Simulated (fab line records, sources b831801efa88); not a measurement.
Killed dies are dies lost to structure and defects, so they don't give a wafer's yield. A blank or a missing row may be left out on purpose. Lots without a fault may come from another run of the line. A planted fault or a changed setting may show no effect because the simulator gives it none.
A struck lot beside a sound one | flow gf180mcu | 16 steps out of a route of 602
Sound: wafers L751.1, L751.2, L751.6. Struck: wafers L760.1, L760.3, L760.4. The cause comes at the end.
At each step with rows: each side's tool, then ch and its chambers, then its first start. Under that, the readings that differ: sound wafers | struck wafers | difference of the means | sigmas: that difference in standard deviations of wafers without a fault.
alike: readings whose means differ by less than 2 such deviations, and words and numbers that are the same on both sides. not compared: withheld readings, readings that some wafer has no value for, bounds like >300 that may hide the same value, and numbers for which the record gives no deviation and whose values overlap.
The two part at a step that has a row with sigmas, a row that says differs or no value, or rows on one side only. Numbers that don't overlap but have no deviation are shown without sigmas and don't part them. A reading that every wafer of one side lacks parts them only if that side has two wafers or more.

first, 6 steps without rows for these wafers: GF_PSD_HMDS_01 (prime time 60 s); GF_PSD_COAT_02 (resist thk 1000 nm); GF_PSD_SOFTBAKE_03 (time 60 s); GF_PSD_EXPOSE_04 (exposes mask Pplus, target cd 400 nm); GF_PSD_PEB_05; GF_PSD_DEVELOP_06 (develop time 60 s).
GF_PSD_CD_MEAS_07: target cd 400 nm.
  sound on cd_sem-02, day 14 14:08; struck on cd_sem-02, day 18 04:47
  alike: cd_nm
GF_PSD_OVL_MEAS_08:
  sound on overlay-02, day 14 14:16; struck on overlay-02, day 18 04:55
  alike: PSD_OVL
then, 1 step without rows for these wafers: GF_PSD_IMPLANT_09.
GF_PSD_STRIP_10: strips in O2/N2.
  sound on plasma_asher-02 ch 0,1, day 14 14:27; struck on plasma_asher-04 ch 0,1, day 18 05:05
  alike: drypump_motor_current_A, heater_power_w, n2_flow_sccm, oes_product_au, strip_time_to_endpoint_s
  not compared: rf_hours_counter_h
GF_PSD_TW_MEAS_11:
  sound on film_metro-01, day 14 14:33; struck on film_metro-01, day 18 05:11
  alike: PSD_TW
then, 1 step without rows for these wafers: GF_PSD_CLEAN_12 (cleans in SC1/SC2, time 150 s).
GF_PSD_RTA_13: time 20 s.
  sound on rtp_anneal-01 ch 0, day 14 14:40; struck on rtp_anneal-01 ch 0, day 18 05:18
  reading          | sound                | struck               | difference | sigmas
  wafer_temp_C_max | 1029.7 1030.2 1029.3 | 1008.2 1007.9 1007.7 | -21.8      | -22
  alike: lamp_power_pct
GF_PSD_RS_MEAS_14: measures by four-point-probe.
  sound on film_metro-04, day 14 14:44; struck on film_metro-01, day 18 05:40
  reading         | sound             | struck            | difference | sigmas
  NSD_RS (ohm/sq) | 46.07 46.14 46.10 | 48.71 48.74 48.83 | +2.66      | +33
  not compared: hold
GF_PSD_RS_MEAS_15: measures by four-point-probe.
  sound on film_metro-04, day 14 14:52; struck on film_metro-01, day 18 08:11
  reading         | sound                | struck               | difference | sigmas
  PSD_RS (ohm/sq) | 108.63 108.52 108.61 | 122.56 122.68 122.77 | +14.08     | +54
  not compared: hold
then, 1 step without rows for these wafers: GF_PASSIVATION_PROBE_99.

WHERE THEY PART
First at GF_PSD_RTA_13; last, within this record, at GF_PSD_RS_MEAS_15.

WHY: what the simulator had put in
Process parameter drift: rtp_anneal-01, from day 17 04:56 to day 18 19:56, at GF_PSD_RTA_13. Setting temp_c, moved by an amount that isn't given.
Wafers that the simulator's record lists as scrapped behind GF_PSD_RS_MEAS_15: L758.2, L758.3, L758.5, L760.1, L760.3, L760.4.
